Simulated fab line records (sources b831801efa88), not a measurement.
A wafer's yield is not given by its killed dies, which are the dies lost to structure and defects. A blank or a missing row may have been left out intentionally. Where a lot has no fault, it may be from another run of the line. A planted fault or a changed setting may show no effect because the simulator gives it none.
Which tool is to blame? -- flow sky130 -- 72 wafers from 24 lots sampled at 4 of the route's 708 steps

== WHAT EACH GAUGE READ, for each wafer ==
SKY_METAL1_RS_MEAS_05: uses a four-point probe to measure. Usual: METAL1_ALCU_RS gives 0.1272 ohm/sq (standard deviation 0.0018).
lot,measured,on,METAL1_ALCU_RS (ohm/sq),flag
L074,day 31 08:32,film metro-02,0.1263 0.1276 0.1249,
L075,day 32 01:24,film metro-02,0.1262 0.1268 0.1237,
L076,day 32 06:44,film metro-02,0.1280 0.1261 0.1282,
L077,day 32 12:58,film metro-04,0.1265 0.1253 0.1272,
L078,day 32 16:32,film metro-01,0.1303 0.1287 0.1296,
L079,day 33 01:08,film metro-02,0.1212 0.1236 0.1237,
L080,day 33 18:47,film metro-02,0.1264 0.1243 0.1253,
L081,day 34 09:05,film metro-01,0.1306 0.1299 0.1278,
L082,day 35 05:10,film metro-04,0.1282 0.1299 0.1290,
L083,day 35 10:22,film metro-04,0.1261 0.1276 0.1259,
L085,day 35 13:37,film metro-04,0.1275 0.1306 0.1288,
L084,day 35 15:40,film metro-02,0.1274 0.1260 0.1283,
L086,day 35 19:25,film metro-01,0.1266 0.1274 0.1242,
L088,day 36 08:42,film metro-02,0.1245 0.1248 0.1275,
L087,day 36 15:35,film metro-01,0.1281 0.1269 0.1287,
L090,day 37 05:40,film metro-01,0.1273 0.1264 0.1282,
L089,day 37 06:01,film metro-04,0.1293 0.1277 0.1276,
L091,day 37 16:10,film metro-01,0.1265 0.1275 0.1278,
L092,day 37 17:16,film metro-02,0.1281 0.1297 0.1257,
L093,day 37 18:46,film metro-02,0.1267 0.1271 0.1280,
L095,day 38 05:02,film metro-01,0.1264 0.1277 0.1286,
L094,day 38 06:03,film metro-04,0.1272 0.1285 0.1286,
L096,day 38 14:38,film metro-04,0.1254 0.1275 0.1273,
L097,day 38 18:59,film metro-02,0.1257 0.1262 0.1265,

SKY_METAL1_THK_MEAS_06: measures by xrf. Usual: METAL1_ALCU_THK gives 248 nm (standard deviation 3.9).
lot,measured,on,METAL1_ALCU_THK (nm),flag
L074,day 31 08:39,film metro-02,250 247 252,
L075,day 32 01:30,film metro-02,251 251 258,
L076,day 32 06:51,film metro-02,248 250 249,
L077,day 32 13:05,film metro-04,248 253 246,
L078,day 32 16:40,film metro-01,241 244 242,
L079,day 33 01:15,film metro-02,262 255 254,
L080,day 33 18:54,film metro-02,249 254 254,
L081,day 34 09:11,film metro-01,239 244 247,
L082,day 35 05:17,film metro-04,248 244 246,
L083,day 35 10:27,film metro-04,250 248 251,
L085,day 35 13:43,film metro-04,248 243 246,
L084,day 35 15:47,film metro-02,247 250 248,
L086,day 35 19:32,film metro-01,246 246 252,
L088,day 36 08:48,film metro-02,253 253 248,
L087,day 36 15:42,film metro-01,247 247 246,
L090,day 37 05:47,film metro-01,246 248 245,
L089,day 37 06:08,film metro-04,243 246 247,
L091,day 37 16:16,film metro-01,250 246 246,
L092,day 37 17:21,film metro-02,247 244 252,
L093,day 37 18:53,film metro-02,250 249 247,
L095,day 38 05:10,film metro-01,249 247 244,
L094,day 38 06:09,film metro-04,248 245 245,
L096,day 38 14:46,film metro-04,251 248 248,
L097,day 38 19:07,film metro-02,253 251 251,

SKY_VIA1_THK_MEAS_01. Usual: VIA1_HDPCVD_THK gives 1023 nm (standard deviation 10).
lot,measured,on,VIA1_HDPCVD_THK (nm),flag
L074,day 32 13:56,film metro-03,1020 1017 1001,
L075,day 33 05:27,film metro-01,1011 1036 1033,
L076,day 33 10:05,film metro-03,1053 1030 1017,
L077,day 33 17:07,film metro-01,1019 1036 1019,
L078,day 33 19:44,film metro-01,1024 1033 1028,
L079,day 34 05:20,film metro-01,1029 1018 1024,
L080,day 34 22:05,film metro-01,1027 1023 1023,
L081,day 35 11:43,film metro-03,1003 1010 1019,
L082,day 36 08:06,film metro-01,1033 1018 1019,
L083,day 36 13:06,film metro-01,1010 1031 1016,
L085,day 36 16:55,film metro-04,1009 1015 1009,
L084,day 36 19:03,film metro-03,1034 1021 1018,
L086,day 36 22:01,film metro-04,1030 1018 1013,
L088,day 37 12:08,film metro-04,1020 1022 1012,
L087,day 37 19:27,film metro-01,1005 1034 1018,
L090,day 38 08:52,film metro-03,1037 1022 1021,
L089,day 38 09:24,film metro-01,1015 1031 1033,
L091,day 38 18:32,film metro-01,1020 1016 1029,
L092,day 38 19:52,film metro-01,1034 1022 1025,
L093,day 38 21:36,film metro-04,1024 1026 1032,
L095,day 39 07:43,film metro-01,1028 1028 1013,
L094,day 39 08:27,film metro-03,1013 1025 1014,
L096,day 39 17:10,film metro-01,1024 1021 1031,
L097,day 39 20:16,film metro-01,1031 1017 1025,

== WHAT TOOL EACH LOT RAN ON (gives the tool, then ch and the chambers of the sampled wafers, and finally the start) ==
lot,SKY_METAL1_SPUTTER_02
L074,"pvd sputter-03, day 31 08:26"
L075,"pvd sputter-02, day 32 01:16"
L076,"pvd sputter-02, day 32 06:38"
L077,"pvd sputter-02, day 32 12:53"
L078,"pvd sputter-01, day 32 16:27"
L079,"pvd sputter-03, day 33 01:02"
L080,"pvd sputter-03, day 33 18:41"
L081,"pvd sputter-01, day 34 08:58"
L082,"pvd sputter-01, day 35 05:04"
L083,"pvd sputter-01, day 35 10:13"
L085,"pvd sputter-01, day 35 13:30"
L084,"pvd sputter-03, day 35 15:33"
L086,"pvd sputter-03, day 35 19:19"
L088,"pvd sputter-01, day 36 08:34"
L087,"pvd sputter-03, day 36 15:29"
L090,"pvd sputter-03, day 37 05:34"
L089,"pvd sputter-02, day 37 05:55"
L091,"pvd sputter-02, day 37 16:03"
L092,"pvd sputter-03, day 37 17:07"
L093,"pvd sputter-03, day 37 18:40"
L095,"pvd sputter-01, day 38 04:56"
L094,"pvd sputter-02, day 38 05:55"
L096,"pvd sputter-01, day 38 14:33"
L097,"pvd sputter-02, day 38 18:54"
- SKY_METAL1_SPUTTER_02: material AlCu, target thk 250 nm, time 13.3 s.

== AS READ BY THE TOOLS THEMSELVES (means over the sampled wafers that have a number; for cases with no such wafer, the mark the record gives instead) ==
SKY_METAL1_SPUTTER_02. Usual: 29.6 % for throttle valve pct, sd 1.1.
lot,tool,throttle valve pct (%),flag
L074,pvd sputter-03,29.5,
L075,pvd sputter-02,30.9,
L076,pvd sputter-02,29.7,
L077,pvd sputter-02,30.3,
L078,pvd sputter-01,28.6,
L079,pvd sputter-03,29.7,
L080,pvd sputter-03,29.6,
L081,pvd sputter-01,28.9,
L082,pvd sputter-01,28.8,
L083,pvd sputter-01,28.4,
L085,pvd sputter-01,29.1,
L084,pvd sputter-03,29.4,
L086,pvd sputter-03,29.6,
L088,pvd sputter-01,29.2,
L087,pvd sputter-03,28.9,
L090,pvd sputter-03,29.4,
L089,pvd sputter-02,31.1,
L091,pvd sputter-02,29.2,
L092,pvd sputter-03,29.9,
L093,pvd sputter-03,29.3,
L095,pvd sputter-01,29.2,
L094,pvd sputter-02,29.9,
L096,pvd sputter-01,29.0,
L097,pvd sputter-02,30.3,

== THE ANSWER, worked out from the rows above alone ==
Rule: lot off if the mean of its wafers having a number is beyond 3 standard deviations from the usual mean. Also off: a lot with no number at a reading for which 4 or more lots have one. Any other lot the step has rows for is counted as sound. The gauges are gone through in route order, then the tools' own readings, and for those a lot's mean is taken as printed above. The first step at which some lot is off is used, and at that step the reading that is off furthest; a lot without a number counts as furthest.
No lot is off at any reading shown: from this, nothing can be told.

== WHAT WAS PUT IN BY THE SIMULATOR ==
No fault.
